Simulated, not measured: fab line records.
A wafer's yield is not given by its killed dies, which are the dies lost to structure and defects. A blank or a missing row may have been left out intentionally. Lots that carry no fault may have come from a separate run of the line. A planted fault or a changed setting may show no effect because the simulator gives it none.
fab line records    flow sfqLine
[record] lots = 14  wafers = 42  lastDay = 97
route steps=325 shown I0@43 M1@69 I1@86 M2@89
lots untouched by any fault: they come from a run of this same line in which no faults occurred
startH: start of the lot's first displayed wafer, in hours after the record's first day    waitH: hours elapsed since this lot's preceding step    " same as the row above    L1.1+2: one row covering several wafers at once    - no value, or no start was given    * or withheld: withheld    < > ~ a bound
route shown NAME@n: a module of which the file shows steps, and the number in the route of the first    usual: mean and standard deviation over wafers with no fault    same: alike in all rows    chamber/n: place in a boat    sites: each site's reading    _std_site: their standard deviation    _edge_site: outer sites' mean less inner sites'    radiusMm: for every site, how far away it sits from the centre of the wafer    mask NAME#n: copy n    behind: tool/chamber where the wafer was last shaped    hold: the reason the lot was held/the length of the hold in hours/how it ended    device: transistor that didn't switch, given as n, p or np    end of line: the tests these same wafers got at the end of their route    a step without rows: its recipe alone    killed: the dies lost at the first sort to structure and to defects; this is not the yield of the wafer    map: a wafer's dies, x killed, . not, _ none there
set.NAME: the setting that was run; set.NAME@STEP: the one run at that earlier step    model.NAME: the simulator's own value behind a step, which no gauge read
route steps across a sampled set of lots; one table per step, one row per wafer
services: the hour from which a tool's chamber was out of use, counted from the record's first day as startH (under 0 if before that day), plus the number of hours and why
[[steps]]
[step SFQ_TRILAYER_I0_DEP_PECVD_027]
[recipe] material = SiO2  tempC = 150  timeS = 111.11  pressureTorr = 2.4  rfW = 183.3  precursor = SiH4/N2O  targetThkNm = 500
[usual] heaterPowerW = 81/14  rfFwdPowerW = 182.3/0.64  showerheadVppV = 832/24  throttleValvePct = 24.3/1.2
lot.wafer  tool      chamber  startH  waitH  heaterPowerW  rfFwdPowerW  showerheadVppV  throttleValvePct
L421.1     pecvd-02  0        314.78  0.0    92            182.7        846             24.5
L421.2     "         2        "       "      78            182.2        860             23.2
L421.5     "         1        "       "      83            181.9        839             25.0
L423.1     pecvd-04  2        324.85  0.0    69            183.3        849             23.6
L423.5     "         2        "       "      70            182.5        830             23.3
L423.6     "         1        "       "      88            180.8        834             23.3
L424.2     pecvd-02  1        334.02  0.0    86            182.2        821             24.7
L424.3     "         0        "       "      99            181.3        839             24.5
L424.6     "         0        "       "      81            182.2        840             24.3
L425.3     pecvd-04  0        340.61  0.0    112           182.8        785             22.6
L425.4     "         1        "       "      87            182.1        834             23.5
L425.6     "         0        "       "      93            182.1        774             23.1
L427.1     pecvd-01  1        356.04  0.0    79            183.0        842             24.0
L427.3     "         0        "       "      66            181.7        840             25.3
L427.6     "         2        "       "      52            182.2        832             27.3
L429.3     pecvd-02  2        388.85  0.0    75            182.9        861             23.3
L429.4     "         1        "       "      83            182.6        818             25.2
L429.5     "         2        "       "      79            181.6        853             23.2
L430.1     pecvd-02  2        392.41  0.0    74            182.2        870             23.3
L430.2     "         1        "       "      114           108.2        649             25.1
L430.3     "         2        "       "      75            182.2        855             23.1
L431.3     pecvd-02  2        399.65  0.0    78            181.4        860             23.4
L431.5     "         1        "       "      108           108.6        650             25.3
L431.6     "         2        "       "      79            182.1        857             23.1
L432.3     pecvd-04  2        408.01  0.0    73            181.9        838             23.8
L432.4     "         2        "       "      57            181.2        821             23.5
L432.5     "         1        "       "      80            182.7        838             23.7
L440.2     pecvd-04  1        485.75  0.0    93            182.1        835             23.7
L440.5     "         0        "       "      104           181.5        784             22.9
L440.6     "         1        "       "      95            181.9        832             24.0
L441.3     pecvd-01  2        489.90  0.0    62            183.6        846             27.1
L441.4     "         1        "       "      75            183.2        833             24.0
L441.5     "         1        "       "      80            183.0        839             24.4
L442.2     pecvd-04  2        495.99  0.0    68            181.4        840             23.6
L442.3     "         0        "       "      105           182.1        777             23.3
L442.4     "         1        "       "      91            182.6        817             24.1
L443.1     pecvd-02  0        503.19  0.0    92            182.6        859             24.7
L443.5     "         1        "       "      78            182.8        840             25.4
L443.6     "         0        "       "      97            183.3        840             24.7
L444.1     pecvd-02  1        511.59  0.0    84            183.2        836             25.7
L444.4     "         2        "       "      83            181.8        850             23.6
L444.6     "         1        "       "      85            182.5        812             25.4
[step SFQ_TRILAYER_I0_CMP_CMP_028]
[recipe] material = SiO2  downForcePsi = 3  platenRpm = 60  padVelocityMS = 0.94248
[usual] motorCurrentA = 10.4/1.1  timeToEndpointS = 216/6.8
lot.wafer  tool    chamber  startH  waitH  motorCurrentA  timeToEndpointS
L421.1     cmp-02  1        314.86  0.0    10.4           228
L421.2     "       0        316.36  1.5    8.8            221
L421.5     "       2        317.36  2.5    9.9            218
L423.1     cmp-02  1        326.80  1.9    10.7           220
L423.5     "       0        328.30  3.4    9.0            226
L423.6     "       1        "       "      10.5           227
L424.3     cmp-02  3        336.30  2.2    11.9           222
L424.2     "       0        "       "      8.8            220
L424.6     "       2        337.80  3.7    9.9            231
L425.4     cmp-01  0        343.84  3.1    10.1           224
L425.3     "       3        345.34  4.7    9.5            213
L425.6     "       0        "       "      9.9            225
L427.3     cmp-01  1        356.12  0.0    10.4           220
L427.1     "       2        "       "      12.1           217
L427.6     "       2        358.62  2.5    12.0           219
L429.3     cmp-02  1        389.38  0.5    10.6           209
L429.4     "       3        390.38  1.5    12.2           213
L429.5     "       1        391.38  2.5    10.9           216
L430.1     cmp-02  1        392.53  0.1    11.1           209
L430.3     "       3        393.53  1.0    12.2           215
L430.2     "       0        "       "      8.5            162
L431.3     cmp-01  0        402.53  2.8    10.0           213
L431.5     "       2        403.53  3.8    12.0           162
L431.6     "       3        "       "      9.2            208
L432.4     cmp-02  3        412.61  4.5    12.1           219
L432.3     "       1        413.61  5.6    10.2           203
L432.5     "       3        414.61  6.5    12.4           210
L440.2     cmp-02  2        493.11  7.3    10.0           210
L440.6     "       2        495.11  9.3    10.0           217
L440.5     "       3        "       "      12.7           217
L441.3     cmp-01  3        493.96  4.0    9.7            214
L441.4     "       2        495.46  5.5    12.1           208
L441.5     "       3        "       "      9.8            213
L442.4     cmp-01  0        499.96  3.9    9.7            209
L442.2     "       2        500.96  4.9    12.1           204
L442.3     "       3        "       "      9.8            207
L443.1     cmp-01  1        507.46  4.2    10.1           211
L443.5     "       2        "       "      12.1           207
L443.6     "       3        "       "      9.6            212
L444.4     cmp-02  1        512.90  1.2    10.3           219
L444.1     "       2        "       "      10.0           214
L444.6     "       1        514.90  3.2    10.7           217
[step SFQ_TRILAYER_M1_BARC_OPEN_METAL_ETCH_054]
[recipe] maskMaterial = PR  chemistry = O2  targetDepthNm = 125  target = BARC  icpW = 600  biasW = 80  pressureMtorr = 10  timeS = 41.7
[usual] drypumpMotorCurrentA = 5.6/0.46  oesProductAu = 0.685/0.0046
lot.wafer  tool         chamber  startH  waitH  drypumpMotorCurrentA  oesProductAu  rfHoursCounterH
L421.1     rieMetal-01  0        613.04  0.0    5.9                   0.685         74
L421.2     "            1        "       "      5.3                   0.687         48
L421.5     "            1        "       "      5.3                   0.684         -
L423.1     rieMetal-01  0        629.84  0.0    5.9                   0.682         76
L423.5     "            1        "       "      5.4                   0.690         -
L423.6     "            0        "       "      5.9                   0.677         -
L424.2     rieMetal-04  0        641.84  0.0    5.6                   0.688         111
L424.3     "            1        "       "      6.2                   0.680         -
L424.6     "            0        "       "      5.6                   0.676         -
L425.3     rieMetal-04  1        655.19  0.0    6.2                   0.691         -
L425.4     "            0        "       "      5.6                   0.688         -
L425.6     "            0        "       "      5.6                   0.681         -
L427.1     rieMetal-04  0        679.17  0.0    5.5                   0.688         116
L427.3     "            1        "       "      6.2                   0.691         -
L427.6     "            0        "       "      5.6                   0.686         -
L429.3     rieMetal-03  0        709.19  0.0    5.5                   0.681         -
L429.4     "            1        "       "      4.8                   0.690         -
L429.5     "            1        "       "      4.8                   0.682         -
L430.1     rieMetal-01  1        718.77  0.0    5.4                   0.685         62
L430.2     "            0        "       "      5.9                   0.689         88
L430.3     "            0        "       "      5.9                   0.687         -
L431.3     rieMetal-03  0        726.59  0.0    5.6                   0.686         -
L431.5     "            1        "       "      4.8                   0.684         -
L431.6     "            0        "       "      5.5                   0.683         -
L432.3     rieMetal-03  1        736.19  0.0    4.8                   0.682         -
L432.4     "            0        "       "      5.6                   0.684         -
L432.5     "            1        "       "      4.8                   0.686         -
L440.2     rieMetal-03  0        817.91  0.0    5.5                   0.686         22
L440.5     "            0        "       "      5.5                   0.681         -
L440.6     "            1        "       "      4.8                   0.690         -
L441.3     rieMetal-03  0        821.53  0.0    5.6                   0.686         -
L441.4     "            1        "       "      4.8                   0.685         -
L441.5     "            0        "       "      5.6                   0.686         -
L442.2     rieMetal-04  1        831.13  0.0    6.2                   0.688         -
L442.3     "            1        "       "      6.2                   0.682         -
L442.4     "            1        "       "      6.2                   0.683         -
L443.1     rieMetal-04  0        837.11  0.0    5.6                   0.694         0
L443.5     "            1        "       "      6.2                   0.685         -
L443.6     "            0        "       "      5.6                   0.688         -
L444.1     rieMetal-03  0        845.45  0.0    5.6                   0.677         26
L444.4     "            1        "       "      4.9                   0.692         -
L444.6     "            1        "       "      4.9                   0.682         -
[step SFQ_TRILAYER_I1_VIA_STRIP_STRIP_053]
[recipe] gas = O2  powerW = 200  platenTempC = 40  overashFraction = 0.65  chemistry = O2  pressureMtorr = 50
[usual] drypumpMotorCurrentA = 5.7/0.49  oesProductAu = 1.000/0.008
lot.wafer  tool         chamber  startH   waitH  drypumpMotorCurrentA  oesProductAu  rfHoursCounterH
L421.1     rieMetal-03  1        771.25   -      4.8                   1.003         74
L421.2     "            0        "        "      5.5                   1.000         15
L421.5     "            1        "        "      4.9                   0.989         -
L423.1     rieMetal-03  0        789.46   -      5.6                   1.007         18
L423.5     "            1        "        "      4.8                   0.992         -
L423.6     "            0        "        "      5.5                   0.997         -
L424.2     rieMetal-03  0        802.46   -      5.5                   0.993         19
L424.3     "            1        "        "      4.8                   0.988         -
L424.6     "            0        "        "      5.5                   0.993         -
L425.3     rieMetal-02  0        819.46   -      6.0                   1.017         -
L425.4     "            1        "        "      6.3                   1.008         -
L425.6     "            1        "        "      6.3                   1.006         -
L427.1     rieMetal-02  1        844.41   -      6.3                   1.008         90
L427.3     "            1        "        "      6.3                   1.002         -
L427.6     "            1        "        "      6.3                   1.011         -
L429.3     rieMetal-01  0        873.41   -      5.9                   1.009         -
L429.4     "            1        "        "      5.4                   0.994         -
L429.5     "            1        "        "      5.4                   0.997         -
L430.1     rieMetal-01  0        881.61   -      5.9                   1.013         109
L430.2     "            1        "        "      5.4                   0.992         83
L430.3     "            1        "        "      5.4                   1.001         -
L431.3     rieMetal-02  1        889.01   -      6.3                   1.013         -
L431.5     "            0        "        "      6.0                   0.996         -
L431.6     "            1        "        "      6.3                   1.007         -
L432.3     rieMetal-01  0        898.73   -      5.9                   1.008         -
L432.4     "            1        "        "      5.4                   1.010         -
L432.5     "            1        "        "      5.4                   1.004         -
L440.2     rieMetal-03  1        973.37   -      4.9                   0.978         103
L440.5     "            1        "        "      4.8                   0.989         -
L440.6     "            0        "        "      5.6                   1.008         -
L441.3     rieMetal-02  1        975.97   -      6.3                   0.991         -
L441.4     "            0        "        "      6.0                   1.004         -
L441.5     "            1        "        "      6.3                   1.005         -
L442.2     rieMetal-01  1        988.03   -      5.3                   0.982         97
L442.3     "            0        "        "      5.9                   0.996         -
L442.4     "            1        "        "      5.3                   0.991         -
L443.1     rieMetal-02  1        997.36   -      6.3                   1.007         111
L443.5     "            1        "        "      6.3                   0.998         -
L443.6     "            1        "        "      6.3                   1.005         -
L444.1     rieMetal-02  1        1004.56  -      6.3                   1.005         113
L444.4     "            1        "        "      6.3                   1.000         -
L444.6     "            1        "        "      6.3                   1.008         -
[step SFQ_TRILAYER_M2_DEP_SPUTTER_055]
[recipe] material = Nb  basePressurePa = 1.33e-06  chamberPressurePa = 0.1333  substrateTempC = 20  resputterCathodeVoltageV = 400  targetThkNm = 200  powerW = 2000  timeS = 133.3
[usual] throttleValvePct = 29.4/1
lot.wafer  tool           chamber  startH   waitH  throttleValvePct
L421.1     pvdSputter-04  -        772.06   0.0    30.4
L421.2     "              -        "        "      29.1
L421.5     "              -        "        "      29.4
L423.1     pvdSputter-03  -        790.44   0.0    30.0
L423.5     "              -        "        "      30.0
L423.6     "              -        "        "      29.7
L424.2     pvdSputter-04  -        803.27   0.0    28.3
L424.3     "              -        "        "      29.4
L424.6     "              -        "        "      30.3
L425.3     pvdSputter-04  -        820.07   0.0    29.2
L425.4     "              -        "        "      28.5
L425.6     "              -        "        "      28.1
L427.1     pvdSputter-04  -        845.21   0.0    30.7
L427.3     "              -        "        "      29.0
L427.6     "              -        "        "      28.9
L429.3     pvdSputter-03  -        874.01   0.0    28.5
L429.4     "              -        "        "      31.0
L429.5     "              -        "        "      28.1
L430.1     pvdSputter-04  -        882.62   0.0    28.3
L430.2     "              -        "        "      29.4
L430.3     "              -        "        "      30.4
L431.3     pvdSputter-04  -        889.61   0.0    30.3
L431.5     "              -        "        "      29.7
L431.6     "              -        "        "      28.2
L432.3     pvdSputter-06  -        899.55   0.0    31.4
L432.4     "              -        "        "      28.4
L432.5     "              -        "        "      28.7
L440.2     pvdSputter-06  -        974.17   0.0    31.7
L440.5     "              -        "        "      31.6
L440.6     "              -        "        "      28.5
L441.3     pvdSputter-04  -        976.57   0.0    29.0
L441.4     "              -        "        "      28.1
L441.5     "              -        "        "      30.2
L442.2     pvdSputter-06  -        988.83   0.0    28.4
L442.3     "              -        "        "      31.4
L442.4     "              -        "        "      28.7
L443.1     pvdSputter-06  -        998.77   0.0    28.9
L443.5     "              -        "        "      28.5
L443.6     "              -        "        "      31.4
L444.1     pvdSputter-04  -        1005.97  0.0    29.5
L444.4     "              -        "        "      29.2
L444.6     "              -        "        "      28.2
[[services]]
tool           chamber  startH   hours  kind
cmp-02         -        338.30   4.8    pm
pvdSputter-04  -        374.64   3.7    repair
rieMetal-03    -        389.46   14.6   pm
cmp-02         -        403.09   1.2    repair
rieMetal-03    -        404.06   28.1   pm
cmp-02         -        408.11   4.0    pm
pvdSputter-04  -        409.43   0.5    repair
cmp-02         -        478.69   2.0    repair
cmp-02         -        501.97   0.7    repair
cmp-02         -        507.19   5.2    repair
cmp-02         -        541.54   1.1    repair
cmp-02         -        544.01   4.1    pm
cmp-02         -        559.43   2.2    repair
pvdSputter-04  -        672.40   18.3   repair
cmp-02         -        707.80   5.3    pm
cmp-02         -        748.93   4.0    pm
cmp-02         -        752.93   11.2   pm
pvdSputter-04  -        780.77   0.5    repair
rieMetal-03    -        818.88   1.5    repair
cmp-02         -        822.34   0.5    repair
cmp-02         -        831.73   1.7    repair
cmp-02         -        919.97   0.4    repair
cmp-02         -        979.40   1.6    repair
cmp-02         -        1000.15  0.8    repair
[[key]]
[firstSign] step = SFQ_TRILAYER_I0_DEP_PECVD_027  reading = rfFwdPowerW  direction = down  sigmas = 99+  usual = 182.3  struck = 108.4
[effect] step = SFQ_TRILAYER_I0_DEP_PECVD_027  reading = showerheadVppV  direction = down  sigmas = 7.7  usual = 832  struck = 650
[effect] step = SFQ_TRILAYER_I0_CMP_CMP_028  reading = timeToEndpointS  direction = down  sigmas = 8  usual = *  struck = *
metAt SFQ_TRILAYER_I0_DEP_PECVD_027
struckLots L430,L431
struckWafers L430.2,L431.5
notActingAt SFQ_TRILAYER_M1_BARC_OPEN_METAL_ETCH_054,SFQ_TRILAYER_I1_VIA_STRIP_STRIP_053,SFQ_TRILAYER_M2_DEP_SPUTTER_055
onsetBetween 388.85 392.41
[fault] kind = processParameterDrift  tool = pecvd-02  chamber = 1  onsetH = 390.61  steps = SFQ_TRILAYER_I0_DEP_PECVD_027  channel = rfW  offset = -73.32  shape = step  endH = 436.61  actsIn = theseRecipesOnly  stated = 183.3
